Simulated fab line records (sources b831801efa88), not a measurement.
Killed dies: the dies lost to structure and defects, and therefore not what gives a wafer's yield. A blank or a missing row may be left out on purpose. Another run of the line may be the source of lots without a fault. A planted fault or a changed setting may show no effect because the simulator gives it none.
The tool behind it: which one? + flow sky130 + 12 lots with 36 wafers sampled at 5 steps, on a route of 708 steps

== WHAT EACH GAUGE READ, for each wafer ==
The record lacks any reading of a measuring or inspecting step that a usual standard deviation could be used to judge.

== WHICH TOOL RAN EACH LOT (tool, then ch and the chambers of the sampled wafers, then the start) ==
| lot  | SKY_METAL3_SPUTTER_01        | SKY_METAL3_SPUTTER_03        | SKY_VIA3_ETCH_14                   | SKY_VIA3_SPUTTER_20          | SKY_PAD_OPEN_PROBE_99   |
|------|------------------------------|------------------------------|------------------------------------|------------------------------|-------------------------|
| L865 | pvd_sputter-04, day 36 23:05 | pvd_sputter-04, day 36 23:09 | rie_diel-01 ch 0,1,3, day 40 05:33 | pvd_sputter-02, day 40 06:13 | prober-02, day 46 07:37 |
| L864 | pvd_sputter-01, day 37 03:40 | pvd_sputter-01, day 37 03:44 | rie_diel-01 ch 0,1, day 40 09:14   | pvd_sputter-02, day 40 09:56 | prober-01, day 46 09:25 |
| L867 | pvd_sputter-01, day 37 17:47 | pvd_sputter-01, day 37 17:51 | rie_diel-04 ch 2,3, day 40 23:10   | pvd_sputter-03, day 40 23:52 | prober-02, day 46 22:29 |
| L868 | pvd_sputter-04, day 38 01:04 | pvd_sputter-04, day 38 01:08 | rie_diel-02 ch 0,1,3, day 41 05:55 | pvd_sputter-02, day 41 06:37 | prober-01, day 47 03:08 |
| L869 | pvd_sputter-04, day 38 02:58 | pvd_sputter-04, day 38 03:02 | rie_diel-04 ch 0,2,3, day 41 07:38 | pvd_sputter-01, day 41 08:20 | prober-01, day 47 06:53 |
| L872 | pvd_sputter-01, day 39 01:59 | pvd_sputter-01, day 39 02:02 | rie_diel-01 ch 0,2,3, day 42 05:06 | pvd_sputter-03, day 42 05:46 | prober-02, day 47 23:08 |
| L873 | pvd_sputter-03, day 39 06:44 | pvd_sputter-03, day 39 06:47 | rie_diel-01 ch 0,2,3, day 42 11:20 | pvd_sputter-02, day 42 12:01 | prober-01, day 48 04:15 |
| L875 | pvd_sputter-01, day 39 23:26 | pvd_sputter-01, day 39 23:29 | rie_diel-01 ch 2,3, day 43 01:31   | pvd_sputter-03, day 43 02:16 | prober-01, day 48 18:13 |
| L883 | pvd_sputter-04, day 41 23:32 | pvd_sputter-04, day 41 23:36 | rie_diel-02 ch 0,3, day 44 22:53   | pvd_sputter-03, day 44 23:34 | prober-02, day 50 03:32 |
| L882 | pvd_sputter-03, day 42 01:49 | pvd_sputter-03, day 42 01:53 | rie_diel-04 ch 0,2,3, day 45 00:44 | pvd_sputter-01, day 45 01:28 | prober-01, day 50 05:29 |
| L884 | pvd_sputter-03, day 42 06:49 | pvd_sputter-03, day 42 06:53 | rie_diel-02 ch 0,2,3, day 45 05:32 | pvd_sputter-01, day 45 06:15 | prober-02, day 50 08:53 |
| L886 | pvd_sputter-01, day 43 05:47 | pvd_sputter-01, day 43 05:50 | rie_diel-01 ch 0,1,3, day 46 02:26 | pvd_sputter-03, day 46 03:07 | prober-02, day 51 02:50 |
- SKY_METAL3_SPUTTER_01: material TiN, target thk 20 nm, time 16.7 s.
- SKY_METAL3_SPUTTER_03: material Ti, target thk 5 nm, time 3.3 s.
- SKY_VIA3_ETCH_14: etches BARC in N2/H2, stops on SiO2, time 45.9 s, target depth 60 nm.
- SKY_VIA3_SPUTTER_20: material TiN, target thk 20 nm, time 80 s.
- SKY_PAD_OPEN_PROBE_99

== WHAT THE TOOLS THEMSELVES READ (means of the sampled wafers that have a number; where no wafer has one, the mark that the record gives instead) ==
SKY_METAL3_SPUTTER_01. Usual: cathode_dc_power_W 6499.9 W, standard deviation 1.1; throttle_valve_pct 30.3 %, standard deviation 0.71.
| lot  | tool           | cathode_dc_power_W (W) | throttle_valve_pct (%) | flag |
|------|----------------|------------------------|------------------------|------|
| L865 | pvd_sputter-04 | 6500.3                 | 29.7                   |      |
| L864 | pvd_sputter-01 | 6499.6                 | 30.3                   |      |
| L867 | pvd_sputter-01 | 6499.7                 | 30.2                   |      |
| L868 | pvd_sputter-04 | 6499.9                 | 29.9                   |      |
| L869 | pvd_sputter-04 | 6500.7                 | 31.1                   |      |
| L872 | pvd_sputter-01 | 6500.2                 | 30.3                   |      |
| L873 | pvd_sputter-03 | 6499.9                 | 30.3                   |      |
| L875 | pvd_sputter-01 | 6500.0                 | 30.5                   |      |
| L883 | pvd_sputter-04 | 6500.6                 | 30.1                   |      |
| L882 | pvd_sputter-03 | 6501.1                 | 30.6                   |      |
| L884 | pvd_sputter-03 | 6500.5                 | 30.3                   |      |
| L886 | pvd_sputter-01 | 6499.5                 | 30.6                   |      |

SKY_METAL3_SPUTTER_03. Usual: cathode_dc_power_W 3000.0 W, standard deviation 0.52; throttle_valve_pct 30.3 %, standard deviation 0.69.
| lot  | tool           | cathode_dc_power_W (W) | throttle_valve_pct (%) | flag |
|------|----------------|------------------------|------------------------|------|
| L865 | pvd_sputter-04 | 3000.1                 | 29.8                   |      |
| L864 | pvd_sputter-01 | 3000.4                 | 30.1                   |      |
| L867 | pvd_sputter-01 | 2999.9                 | 30.3                   |      |
| L868 | pvd_sputter-04 | 3000.1                 | 29.8                   |      |
| L869 | pvd_sputter-04 | 2999.7                 | 30.9                   |      |
| L872 | pvd_sputter-01 | 3000.5                 | 30.3                   |      |
| L873 | pvd_sputter-03 | 2999.7                 | 30.3                   |      |
| L875 | pvd_sputter-01 | 2999.9                 | 30.5                   |      |
| L883 | pvd_sputter-04 | 2999.6                 | 30.1                   |      |
| L882 | pvd_sputter-03 | 3000.3                 | 30.5                   |      |
| L884 | pvd_sputter-03 | 2999.6                 | 30.4                   |      |
| L886 | pvd_sputter-01 | 3000.1                 | 30.6                   |      |

SKY_VIA3_ETCH_14. Usual: bias_w 100.0 W, standard deviation 0.33; drypump_motor_current_A 5.7 A, standard deviation 0.48; oes_product_au 0.855 a.u., standard deviation 0.005; throttle_valve_pct 13.225 %, standard deviation 0.0082.
| lot  | tool        | bias_w (W) | drypump_motor_current_A (A) | oes_product_au (a.u.) | throttle_valve_pct (%) | flag |
|------|-------------|------------|-----------------------------|-----------------------|------------------------|------|
| L865 | rie_diel-01 | 100.0      | 5.4                         | 0.855                 | 13.225                 |      |
| L864 | rie_diel-01 | 100.1      | 5.6                         | 0.849                 | 13.221                 |      |
| L867 | rie_diel-04 | 99.9       | 5.9                         | 0.859                 | 13.220                 |      |
| L868 | rie_diel-02 | 99.9       | 6.3                         | 0.855                 | 13.216                 |      |
| L869 | rie_diel-04 | 100.0      | 5.8                         | 0.853                 | 13.229                 |      |
| L872 | rie_diel-01 | 100.0      | 5.3                         | 0.858                 | 13.223                 |      |
| L873 | rie_diel-01 | 83.9       | 5.4                         | 0.856                 | 13.224                 | OFF  |
| L875 | rie_diel-01 | 84.4       | 5.1                         | 0.858                 | 13.228                 | OFF  |
| L883 | rie_diel-02 | 100.2      | 6.2                         | 0.858                 | 13.229                 |      |
| L882 | rie_diel-04 | 99.9       | 5.8                         | 0.855                 | 13.224                 |      |
| L884 | rie_diel-02 | 100.0      | 6.1                         | 0.853                 | 13.227                 |      |
| L886 | rie_diel-01 | 100.3      | 5.3                         | 0.854                 | 13.223                 |      |

SKY_VIA3_SPUTTER_20. Usual: cathode_dc_power_W 3999.9 W, standard deviation 0.69; throttle_valve_pct 30.1 %, standard deviation 0.79.
| lot  | tool           | cathode_dc_power_W (W) | throttle_valve_pct (%) | flag |
|------|----------------|------------------------|------------------------|------|
| L865 | pvd_sputter-02 | 3999.5                 | 29.9                   |      |
| L864 | pvd_sputter-02 | 4000.2                 | 29.4                   |      |
| L867 | pvd_sputter-03 | 3999.7                 | 30.8                   |      |
| L868 | pvd_sputter-02 | 4000.4                 | 30.2                   |      |
| L869 | pvd_sputter-01 | 3999.9                 | 30.5                   |      |
| L872 | pvd_sputter-03 | 4000.2                 | 30.3                   |      |
| L873 | pvd_sputter-02 | 3999.7                 | 30.2                   |      |
| L875 | pvd_sputter-03 | 4000.0                 | 30.6                   |      |
| L883 | pvd_sputter-03 | 4000.1                 | 30.6                   |      |
| L882 | pvd_sputter-01 | 3999.3                 | 30.3                   |      |
| L884 | pvd_sputter-01 | 4000.0                 | 30.3                   |      |
| L886 | pvd_sputter-03 | 3999.5                 | 30.3                   |      |

SKY_PAD_OPEN_PROBE_99. Usual: defect_limited_yield 82.5 %, standard deviation 2; killed_at_M0_to_M3 44, standard deviation 7; killed_at_M4_up 3.4, standard deviation 1.7; killed_at_contacts 24, standard deviation 4.9; killed_at_front_end 15, standard deviation 4.5; killed_at_other 0.4, standard deviation 0.61; killed_dies 86, standard deviation 9.7; killed_open 47, standard deviation 7.1; killed_short 39, standard deviation 6.1; sort_bin_3_pad_short 0.9 %, standard deviation 0.42; sort_bin_5_function 10.4 %, standard deviation 1.4; sort_bin_6_memory 6.2 %, standard deviation 1.2; sort_n_pass 406, standard deviation 9.7; sort_yield_pct 82.5 %, standard deviation 2.
| lot  | tool      | defect_limited_yield (%) | killed_at_M0_to_M3 | killed_at_M4_up | killed_at_contacts | killed_at_front_end | killed_at_other | killed_dies | killed_open | killed_short | sort_bin_3_pad_short (%) | sort_bin_5_function (%) | sort_bin_6_memory (%) | sort_n_pass | sort_yield_pct (%) | flag |
|------|-----------|--------------------------|--------------------|-----------------|--------------------|---------------------|-----------------|-------------|-------------|--------------|--------------------------|-------------------------|-----------------------|-------------|--------------------|------|
| L865 | prober-02 | 81.0                     | 48                 | 2.0             | 25                 | 18                  | 0.3             | 93          | 52          | 41           | 1.1                      | 10.9                    | 7.0                   | 399         | 81.0               |      |
| L864 | prober-01 | 83.9                     | 42                 | 3.0             | 22                 | 12                  | 0.0             | 79          | 47          | 33           | 1.0                      | 10.0                    | 5.2                   | 413         | 83.9               |      |
| L867 | prober-02 | 84.9                     | 39                 | 2.3             | 24                 | 9                   | 0.3             | 74          | 41          | 33           | 0.8                      | 9.3                     | 5.0                   | 418         | 84.9               |      |
| L868 | prober-01 | 81.0                     | 46                 | 4.3             | 24                 | 19                  | 0.3             | 94          | 52          | 40           | 1.1                      | 11.0                    | 7.0                   | 398         | 81.0               |      |
| L869 | prober-01 | 79.7                     | 49                 | 2.3             | 30                 | 18                  | 0.3             | 100         | 58          | 40           | 1.2                      | 12.6                    | 6.5                   | 392         | 79.7               |      |
| L872 | prober-02 | 82.2                     | 49                 | 2.3             | 22                 | 15                  | 0.0             | 88          | 51          | 37           | 0.4                      | 11.0                    | 6.4                   | 404         | 82.2               |      |
| L873 | prober-01 | 81.9                     | 46                 | 4.0             | 21                 | 18                  | 1.0             | 89          | 46          | 43           | 0.7                      | 11.3                    | 6.2                   | 403         | 81.9               |      |
| L875 | prober-01 | 82.3                     | 44                 | 4.0             | 20                 | 19                  | 0.3             | 87          | 50          | 37           | 0.5                      | 10.2                    | 7.0                   | 405         | 82.3               |      |
| L883 | prober-02 | 84.6                     | 38                 | 3.3             | 18                 | 16                  | 0.0             | 76          | 38          | 37           | 0.9                      | 8.9                     | 5.6                   | 416         | 84.6               |      |
| L882 | prober-01 | 80.0                     | 50                 | 4.0             | 25                 | 19                  | 0.3             | 98          | 55          | 43           | 0.7                      | 11.6                    | 7.6                   | 394         | 80.0               |      |
| L884 | prober-02 | 81.8                     | 43                 | 3.0             | 28                 | 16                  | 0.3             | 90          | 50          | 39           | 1.8                      | 10.0                    | 6.4                   | 402         | 81.8               |      |
| L886 | prober-02 | 84.1                     | 35                 | 3.3             | 26                 | 14                  | 0.0             | 78          | 44          | 35           | 0.8                      | 9.2                     | 5.9                   | 414         | 84.1               |      |

== THE ANSWER, worked out from the rows above alone ==
Rule: a lot counts as off when the mean over its wafers that have a number is more than 3 standard deviations away from the usual mean. A lot without any number at a reading at which 4 lots or more have one is off too. Any other lot the step has rows for is counted as sound. First the gauges in route order, then the tools' own readings, where a lot's mean is used as printed above. The first step at which some lot is off is used, and at that step the reading that is off furthest; a lot without a number counts as furthest.
Off: L873, L875, at SKY_VIA3_ETCH_14 (bias_w).
If a tool, at that step or one of the process steps before it, ran each lot that is off and ran no sound lot following the first of them, it fits. Of those tried, none fits.

== WHAT THE SIMULATOR PUT IN ==
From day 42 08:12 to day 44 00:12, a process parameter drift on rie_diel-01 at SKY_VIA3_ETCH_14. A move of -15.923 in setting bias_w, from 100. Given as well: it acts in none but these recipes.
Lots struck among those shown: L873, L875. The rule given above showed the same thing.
